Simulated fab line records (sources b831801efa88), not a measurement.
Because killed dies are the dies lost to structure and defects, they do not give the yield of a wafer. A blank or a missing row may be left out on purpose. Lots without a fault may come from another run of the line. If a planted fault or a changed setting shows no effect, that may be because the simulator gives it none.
Which tool is to blame? ; flow sky130 ; 72 wafers from 24 lots sampled at 4 of the route's 708 steps

== WHAT THE GAUGES READ, wafer by wafer ==
SKY_FIELD_ISO_BOW_MEAS_00.
lot;measured;on;INCOMING_BOW (um)
L074;day 1 10:00;filmMetro-03;-3 7 0
L075;day 1 15:04;filmMetro-01;13 4 3
L076;day 1 20:00;filmMetro-04;11 4 1
L077;day 2 01:01;filmMetro-01;-3 17 -4
L078;day 2 06:01;filmMetro-01;1 -5 1
L079;day 2 11:04;filmMetro-03;1 -6 0
L080;day 2 16:00;filmMetro-04;1 3 0
L081;day 2 21:00;filmMetro-03;-3 0 -4
L082;day 3 02:00;filmMetro-04;-3 0 -1
L083;day 3 07:01;filmMetro-03;2 -12 -10
L084;day 3 12:01;filmMetro-01;2 -7 3
L085;day 3 17:00;filmMetro-03;-6 -11 6
L086;day 3 22:00;filmMetro-03;-3 1 -2
L087;day 4 03:00;filmMetro-03;-4 0 9
L088;day 4 08:01;filmMetro-04;-11 -2 0
L089;day 4 13:00;filmMetro-04;13 4 -6
L090;day 4 18:01;filmMetro-04;-7 2 -3
L091;day 4 23:00;filmMetro-01;2 -4 1
L092;day 5 04:01;filmMetro-04;-1 6 -2
L093;day 5 09:00;filmMetro-03;1 8 -7
L094;day 5 14:00;filmMetro-01;8 5 4
L095;day 5 19:00;filmMetro-01;1 8 2
L096;day 6 00:00;filmMetro-01;2 7 -1
L097;day 6 05:01;filmMetro-01;0 -8 -2

SKY_METAL1_OVL_MEAS_16.
lot;measured;on;METAL1_OVL (nm)
L074;day 33 04:04;overlay-01;1 1 2
L075;day 33 10:08;overlay-02;-11 2 -11
L076;day 33 15:12;overlay-02;-3 -3 -3
L077;day 34 01:09;overlay-02;0 -10 -3
L078;day 34 23:48;overlay-01;-3 -7 -5
L079;day 34 22:10;overlay-01;3 -7 3
L080;day 34 22:48;overlay-01;-6 -5 -3
L081;day 35 17:39;overlay-01;1 7 6
L082;day 36 05:34;overlay-02;-9 -7 4
L083;day 36 05:55;overlay-01;-5 -4 0
L084;day 36 10:20;overlay-01;-4 -3 -7
L085;day 36 15:31;overlay-02;-1 -17 0
L086;day 36 23:25;overlay-01;-2 -6 -5
L087;day 37 04:42;overlay-02;-4 -9 1
L088;day 37 17:06;overlay-01;-5 -4 -6
L089;day 37 21:34;overlay-02;-2 0 2
L090;day 38 15:04;overlay-01;8 7 2
L091;day 38 21:21;overlay-02;-1 -3 -7
L092;day 38 19:36;overlay-02;-16 -4 -3
L093;day 39 02:52;overlay-01;-8 -3 -10
L094;day 39 06:49;overlay-02;-7 -3 -8
L095;day 39 12:40;overlay-01;-15 -17 -16
L096;day 39 22:29;overlay-01;-5 8 -5
L097;day 40 04:38;overlay-02;-8 -10 -2

== TOOL THAT RAN EACH LOT (tool first, then ch and the chambers of the sampled wafers, then the start) ==
lot;SKY_NWELL_STRIP_14;SKY_CONTACT_ETCH_16
L074;plasmaAsher-02 ch 0,1, day 4 16:39;rieDiel-02 ch 1,2, day 31 23:35
L075;plasmaAsher-01 ch 0,1, day 4 20:49;rieDiel-02 ch 0,1,2, day 32 04:58
L076;plasmaAsher-01 ch 0,1, day 5 02:20;rieDiel-03 ch 1,2, day 32 09:52
L077;plasmaAsher-04 ch 0,1, day 5 08:29;rieDiel-02 ch 0,3, day 32 20:10
L078;plasmaAsher-04 ch 0,1, day 5 14:49;rieDiel-02 ch 0,2,3, day 33 18:37
L079;plasmaAsher-01 ch 0,1, day 5 21:22;rieDiel-02 ch 0,2,3, day 33 17:19
L080;plasmaAsher-01 ch 1, day 6 01:44;rieDiel-03 ch 0,1, day 33 17:41
L081;plasmaAsher-01 ch 0,1, day 6 07:47;rieDiel-01 ch 1,2,3, day 34 13:23
L082;plasmaAsher-04 ch 0,1, day 6 14:44;rieDiel-02 ch 0,2, day 35 01:35
L083;plasmaAsher-02 ch 0,1, day 6 18:06;rieDiel-01 ch 0,2,3, day 35 02:13
L084;plasmaAsher-04 ch 0,1, day 7 00:21;rieDiel-01 ch 0,1,2, day 35 06:06
L085;plasmaAsher-04 ch 1, day 7 06:38;rieDiel-02 ch 0,2,3, day 35 11:28
L086;plasmaAsher-01 ch 0,1, day 7 12:02;rieDiel-01 ch 0,2, day 35 19:00
L087;plasmaAsher-02 ch 0,1, day 7 16:11;rieDiel-02 ch 0,1,2, day 36 01:53
L088;plasmaAsher-04 ch 0,1, day 7 23:32;rieDiel-03 ch 1,2, day 36 13:45
L089;plasmaAsher-04 ch 0,1, day 8 06:57;rieDiel-03 ch 0,1,2, day 36 18:07
L090;plasmaAsher-01 ch 0,1, day 8 18:18;rieDiel-03 ch 1,2,3, day 37 11:19
L091;plasmaAsher-04 ch 1, day 8 23:23;rieDiel-01 ch 0,3, day 37 17:18
L092;plasmaAsher-04 ch 0,1, day 9 02:08;rieDiel-02 ch 0,2,3, day 37 15:58
L093;plasmaAsher-02 ch 0,1, day 9 11:06;rieDiel-01 ch 0,2,3, day 37 23:54
L094;plasmaAsher-02 ch 0, day 9 12:44;rieDiel-01 ch 2,3, day 38 03:20
L095;plasmaAsher-04 ch 0,1, day 9 19:45;rieDiel-01 ch 0,1,2, day 38 10:25
L096;plasmaAsher-01 ch 0,1, day 10 00:57;rieDiel-03 ch 0,1,2, day 38 20:40
L097;plasmaAsher-01 ch 0,1, day 10 05:42;rieDiel-03 ch 0,1,3, day 39 00:08
- SKY_NWELL_STRIP_14: strips in O2/N2.
- SKY_CONTACT_ETCH_16: etches BARC in N2/H2, stops on SiO2, time 45.9 s, target depth 60 nm.

== WHAT THE TOOLS THEMSELVES READ (means of the sampled wafers that have a number; where no wafer has one, the mark that the record gives instead) ==
SKY_NWELL_STRIP_14.
lot;tool;drypumpMotorCurrentA (A);oesProductAu (a.u.);stripTimeToEndpointS (s)
L074;plasmaAsher-02;6.0;0.723;37.66
L075;plasmaAsher-01;5.6;0.720;37.73
L076;plasmaAsher-01;5.9;0.724;37.56
L077;plasmaAsher-04;5.6;0.722;37.55
L078;plasmaAsher-04;5.6;0.720;37.66
L079;plasmaAsher-01;5.5;0.722;37.59
L080;plasmaAsher-01;5.2;0.726;37.66
L081;plasmaAsher-01;5.6;0.723;37.58
L082;plasmaAsher-04;5.6;0.725;37.56
L083;plasmaAsher-02;6.1;0.724;37.57
L084;plasmaAsher-04;5.4;0.722;37.72
L085;plasmaAsher-04;5.7;0.723;37.54
L086;plasmaAsher-01;5.5;0.722;37.52
L087;plasmaAsher-02;6.0;0.727;37.58
L088;plasmaAsher-04;5.4;0.724;37.52
L089;plasmaAsher-04;5.4;0.722;37.65
L090;plasmaAsher-01;5.9;0.722;37.68
L091;plasmaAsher-04;5.7;0.723;37.45
L092;plasmaAsher-04;5.6;0.724;37.55
L093;plasmaAsher-02;6.0;0.722;37.63
L094;plasmaAsher-02;5.7;0.722;37.49
L095;plasmaAsher-04;5.4;0.720;37.62
L096;plasmaAsher-01;5.9;0.719;37.57
L097;plasmaAsher-01;5.9;0.722;37.54

SKY_CONTACT_ETCH_16.
lot;tool;drypumpMotorCurrentA (A);oesProductAu (a.u.);throttleValvePct (%)
L074;rieDiel-02;6.0;0.858;13.230
L075;rieDiel-02;5.9;0.856;13.217
L076;rieDiel-03;5.4;0.856;13.229
L077;rieDiel-02;5.9;0.856;13.224
L078;rieDiel-02;6.0;0.858;13.222
L079;rieDiel-02;6.0;0.857;13.220
L080;rieDiel-03;5.3;0.857;13.227
L081;rieDiel-01;5.5;0.858;13.231
L082;rieDiel-02;5.8;0.852;13.232
L083;rieDiel-01;5.1;0.855;13.222
L084;rieDiel-01;5.4;0.851;13.227
L085;rieDiel-02;6.0;0.858;13.220
L086;rieDiel-01;5.1;0.853;13.217
L087;rieDiel-02;5.9;0.857;13.229
L088;rieDiel-03;5.6;0.857;13.229
L089;rieDiel-03;5.5;0.856;13.225
L090;rieDiel-03;5.5;0.859;13.223
L091;rieDiel-01;5.0;0.861;13.228
L092;rieDiel-02;6.0;0.857;13.224
L093;rieDiel-01;5.1;0.848;13.233
L094;rieDiel-01;5.2;0.857;13.226
L095;rieDiel-01;5.4;0.857;13.232
L096;rieDiel-03;5.6;0.856;13.227
L097;rieDiel-03;5.5;0.857;13.228

== THE ANSWER, worked out from the rows above alone ==
Rule: the lots themselves supply what counts as usual. The widest of any qualifying gaps counts: lots, ordered by their means at a reading, are off when they make up no more than a third of the lots, leave a main group of 4 or more, and stand apart from it by 3 or more times the standard deviation of that group's means. A main group is skipped when, at the precision printed for the reading in the tables above, its means are all equal. Also off: a lot with no number at a reading for which 4 or more lots have one. The other lots that the step has rows for count as sound. First the gauges in route order, then the tools' own readings, where a lot's mean is used as printed above. At the first step where some lot is off, the reading lying furthest off is the one used; lots without a number count as furthest.
No lot is off on any of the readings shown, so nothing can be concluded from this.

== WHAT THE SIMULATOR HAD INSERTED ==
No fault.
